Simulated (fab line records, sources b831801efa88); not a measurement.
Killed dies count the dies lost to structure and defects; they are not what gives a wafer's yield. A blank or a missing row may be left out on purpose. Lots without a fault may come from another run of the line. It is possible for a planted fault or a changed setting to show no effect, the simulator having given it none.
Chamber matching || flow sky130 || SKY_PASSIVATION_CVD_00 on pecvd-04 has 3 sister chambers
The step deposits SiO2, target thk 90 nm. 18 wafers are shown with their chamber, then 9 later ones without.

== WAFERS WITH THEIR CHAMBER ==
{"wafer": "L076.3", "chamber": 0, "heater_power_w (W)": 718}
{"wafer": "L076.4", "chamber": 2, "heater_power_w (W)": 605}
{"wafer": "L076.6", "chamber": 2, "heater_power_w (W)": 631}
{"wafer": "L077.1", "chamber": 2, "heater_power_w (W)": 764}
{"wafer": "L077.5", "chamber": 0, "heater_power_w (W)": 738}
{"wafer": "L077.6", "chamber": 2, "heater_power_w (W)": 765}
{"wafer": "L080.4", "chamber": 1, "heater_power_w (W)": 602}
{"wafer": "L080.5", "chamber": 0, "heater_power_w (W)": 671}
{"wafer": "L080.6", "chamber": 2, "heater_power_w (W)": 740}
{"wafer": "L081.1", "chamber": 0, "heater_power_w (W)": 674}
{"wafer": "L081.2", "chamber": 1, "heater_power_w (W)": 556}
{"wafer": "L081.3", "chamber": 2, "heater_power_w (W)": 743}
{"wafer": "L085.4", "chamber": 2, "heater_power_w (W)": 685}
{"wafer": "L085.5", "chamber": 1, "heater_power_w (W)": 577}
{"wafer": "L085.6", "chamber": 0, "heater_power_w (W)": 734}
{"wafer": "L086.1", "chamber": 1, "heater_power_w (W)": 573}
{"wafer": "L086.3", "chamber": 0, "heater_power_w (W)": 758}
{"wafer": "L086.6", "chamber": 1, "heater_power_w (W)": 588}

SIGNATURES (means of the wafers above)
{"reading": "heater_power_w", "chamber 0": 715.50, "chamber 1": 579.20, "chamber 2": 704.71, "scatter within a chamber": 47}
Rule: for each reading, subtract the chamber's mean from the wafer's reading, divide by that reading's scatter and square the result; add these up over the readings and take the root, which gives the wafer's distance from the chamber. If the next closest chamber is less than 2 further off than the closest, the wafer can't be placed; otherwise it belongs to the closest. The scatter is the square root of a quotient: the sum, over the shown wafers, of each reading's squared deviation from its chamber's mean, divided by wafers minus chambers.

== WAFERS WHOSE CHAMBER IS MISSING ==
{"wafer": "L088.2", "heater_power_w (W)": 667}
{"wafer": "L088.3", "heater_power_w (W)": 726}
{"wafer": "L088.5", "heater_power_w (W)": 750}
{"wafer": "L089.1", "heater_power_w (W)": 685}
{"wafer": "L089.2", "heater_power_w (W)": 679}
{"wafer": "L089.6", "heater_power_w (W)": 694}
{"wafer": "L095.1", "heater_power_w (W)": 659}
{"wafer": "L095.2", "heater_power_w (W)": 639}
{"wafer": "L095.4", "heater_power_w (W)": 638}

== EACH ONE'S CHAMBER ==
{"wafer": "L088.2", "from the rows above": "can't be placed: 2 or 0 or 1", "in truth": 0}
{"wafer": "L088.3", "from the rows above": "can't be placed: 0 or 2", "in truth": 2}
{"wafer": "L088.5", "from the rows above": "can't be placed: 0 or 2", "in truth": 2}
{"wafer": "L089.1", "from the rows above": "can't be placed: 2 or 0 or 1", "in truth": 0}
{"wafer": "L089.2", "from the rows above": "can't be placed: 2 or 0 or 1", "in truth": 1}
{"wafer": "L089.6", "from the rows above": "can't be placed: 2 or 0", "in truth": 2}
{"wafer": "L095.1", "from the rows above": "can't be placed: 2 or 0 or 1", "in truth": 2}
{"wafer": "L095.2", "from the rows above": "can't be placed: 1 or 2 or 0", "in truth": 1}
{"wafer": "L095.4", "from the rows above": "can't be placed: 1 or 2 or 0", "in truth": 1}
Correct placement for 0 of the 9. Can't be placed from these rows: 9 (the true chamber is among the candidates in 9). Number placed wrongly: 0.
